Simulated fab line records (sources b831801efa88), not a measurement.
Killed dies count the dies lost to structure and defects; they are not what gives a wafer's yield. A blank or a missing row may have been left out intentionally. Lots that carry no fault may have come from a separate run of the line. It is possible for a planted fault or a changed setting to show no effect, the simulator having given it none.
A struck lot beside a sound one :: flow gf180mcu :: 15 steps out of a route of 602
Sound: wafers L330.3, L330.5, L330.6. Struck: wafer L324.2. (L324.1, L324.4 of the same lot were not struck and are left out.) The cause comes at the end.
Each step with rows lists, per side, the tool, then ch with its chambers, then its first start. Under that, the readings that differ: sound wafers :: struck wafers :: difference of the means :: sigmas: that difference in standard deviations of wafers without a fault.
alike: words and numbers the same on both sides, and readings whose means are apart by under 2 such deviations; not compared: readings that were withheld, readings missing a value for some wafer, numbers with overlapping values and no deviation given by the record, and bounds like >300 which may hide the same value.
A row with sigmas, a row that says differs or no value, or rows on one side alone: a step with any of these is where the two part. Non-overlapping numbers with no deviation appear without sigmas and do not part them. A reading missing from all wafers of one side parts the sides only when that side holds two or more wafers.

GF_PASSIVATION_CVD_00: deposits SiO2 from TEOS, target thk 1000 nm, time 111.95 s.
  sound on pecvd-03 ch 0,2, day 34 04:53; struck on pecvd-02 ch 2, day 32 13:47
  alike: heater power w
GF_PASSIVATION_THK_MEAS_01:
  struck on film metro-04, day 32 13:52; sound on film metro-04, day 34 04:59
  alike: PASSIVATION_CVD_00_THK
GF_PASSIVATION_CVD_02: deposits Si3N4, target thk 700 nm, time 486.18 s.
  sound on pecvd-01 ch 1,2, day 34 05:02; struck on pecvd-03 ch 0, day 32 13:56
reading: heater power w (W)
sound: 594 611 627
struck: 927
difference: +316
sigmas: +3
GF_PASSIVATION_THK_MEAS_03:
  struck on film metro-01, day 32 14:13; sound on film metro-02, day 34 05:20
  alike: PASSIVATION_CVD_02_THK
then, 7 steps without rows for these wafers: GF_PASSIVATION_DEHYDRATE_04 (time 60 s); GF_PASSIVATION_HMDS_05 (prime time 60 s); GF_PASSIVATION_COAT_06 (resist thk 4000 nm); GF_PASSIVATION_SOFTBAKE_07; GF_PASSIVATION_EXPOSE_08 (exposes mask Pad, target cd 40000 nm); GF_PASSIVATION_PEB_09; GF_PASSIVATION_DEVELOP_10 (develop time 60 s).
GF_PASSIVATION_ETCH_11: etches the open film in CF4/O2, stops on TiN, target depth 2040 nm, time 453.3 s.
  sound on rie diel-04 ch 0,1,2, day 34 20:41; struck on rie diel-01 ch 0, day 33 05:35
  alike: drypump motor current A, oes product au, throttle valve pct
  not compared: rf hours counter h
GF_PASSIVATION_STRIP_12: strips in O2/N2.
  sound on plasma asher-02 ch 0,1, day 34 20:59; struck on plasma asher-01 ch 1, day 33 05:52
reading: oes product au (a.u.)
sound: 0.722 0.717 0.715
struck: 0.691
difference: -0.027
sigmas: -6

reading: rf hours counter h (h)
sound: - - -
struck: 100
difference: no value on the sound wafers
sigmas: 

reading: strip time to endpoint s (s)
sound: 32.9 33.1 32.6
struck: 35.2
difference: +2.3
sigmas: +7
  alike: drypump motor current A, heater power w
then, 1 step without rows for these wafers: GF_PASSIVATION_ANNEAL_13 (time 1800 s).
GF_PASSIVATION_PROBE_99:
  sound wafers here have rows in the record (prober-02, day 34 22:46); struck ones have none

## WHERE THEY PART
First at GF_PASSIVATION_CVD_02; last, within this record, at GF_PASSIVATION_PROBE_99.

WHY: whatever the simulator had introduced
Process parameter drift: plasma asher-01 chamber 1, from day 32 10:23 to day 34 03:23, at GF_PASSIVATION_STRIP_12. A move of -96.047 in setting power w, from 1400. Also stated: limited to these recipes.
